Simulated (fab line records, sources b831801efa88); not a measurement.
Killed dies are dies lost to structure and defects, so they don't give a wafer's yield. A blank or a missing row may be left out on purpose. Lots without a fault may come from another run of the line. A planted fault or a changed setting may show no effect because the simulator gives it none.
Chamber matching | flow sky130 | SKY_CONTACT_CVD_00 on pecvd-01: 3 sister chambers
The step deposits Si3N4, target thk 75 nm. 20 wafers are shown with their chamber, then 10 later ones without.

WAFERS WITH THEIR CHAMBER
wafer  | chamber | heater_power_outer_w (W) | heater_power_w (W) | susceptor_temp_C (C)
L077.2 | 0       | 425                      | 666                | 399.66
L077.3 | 2       | 360                      | 665                | 400.10
L077.6 | 0       | 425                      | 663                | 399.65
L078.1 | 1       | 426                      | 733                | 399.98
L078.2 | 0       | 505                      | 759                | 400.03
L078.3 | 2       | 347                      | 612                | 399.97
L079.3 | 1       | 407                      | 720                | 400.25
L079.4 | 2       | 368                      | 667                | 400.11
L079.6 | 2       | 369                      | 663                | 400.42
L084.3 | 1       | 402                      | 718                | 399.81
L084.5 | 2       | 397                      | 709                | 400.15
L084.6 | 0       | 424                      | 674                | 399.88
L086.1 | 2       | 390                      | 667                | 400.09
L086.3 | 1       | 370                      | 668                | 399.95
L086.4 | 0       | 506                      | 754                | 399.90
L087.3 | 0       | 400                      | 625                | 400.05
L087.4 | 2       | 309                      | 583                | 399.38
L087.6 | 0       | 402                      | 640                | 399.71
L090.3 | 2       | 376                      | 678                | 399.92
L090.5 | 1       | 423                      | 741                | 399.78

SIGNATURES (means of the wafers above)
reading              | chamber 0 | chamber 1 | chamber 2 | scatter within a chamber
heater_power_outer_w | 441.00    | 405.60    | 364.50    | 34
heater_power_w       | 683.00    | 716.00    | 655.50    | 42.7
susceptor_temp_C     | 399.8400  | 399.9540  | 400.0175  | 0.234
Rule: a wafer's distance from a chamber is the root of the sum, over the readings, of the square of ((its reading less the chamber's mean) divided by the reading's scatter). The wafer belongs to the nearest chamber; if the next one is less than 2 further off, it can't be placed. The scatter: the root of (the sum of the squares of (reading less its chamber's mean) over the shown wafers, divided by (wafers less chambers)).

WAFERS WITHOUT THEIR CHAMBER
wafer  | heater_power_outer_w (W) | heater_power_w (W) | susceptor_temp_C (C)
L090.6 | 484                      | 748                | 400.42
L092.4 | 319                      | 617                | 400.14
L092.5 | 420                      | 668                | 400.51
L092.6 | 375                      | 666                | 399.82
L094.3 | 458                      | 699                | 400.00
L094.4 | 418                      | 725                | 400.06
L094.5 | 363                      | 643                | 400.14
L095.1 | 356                      | 648                | 400.17
L095.3 | 369                      | 667                | 400.50
L095.6 | 485                      | 757                | 399.87

WHICH CHAMBER EACH WENT THROUGH
wafer  | from the rows above          | in truth
L090.6 | can't be placed: 1 or 0 or 2 | 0
L092.4 | can't be placed: 2 or 1      | 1
L092.5 | can't be placed: 1 or 2 or 0 | 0
L092.6 | can't be placed: 2 or 1 or 0 | 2
L094.3 | can't be placed: 0 or 1      | 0
L094.4 | can't be placed: 1 or 0 or 2 | 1
L094.5 | can't be placed: 2 or 1      | 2
L095.1 | can't be placed: 2 or 1      | 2
L095.3 | can't be placed: 2 or 1 or 0 | 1
L095.6 | can't be placed: 0 or 1      | 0
Placed correctly: 0 of 10. Can't be placed from these rows: 10 (the true chamber is among the candidates in 10). Placed wrongly: 0.
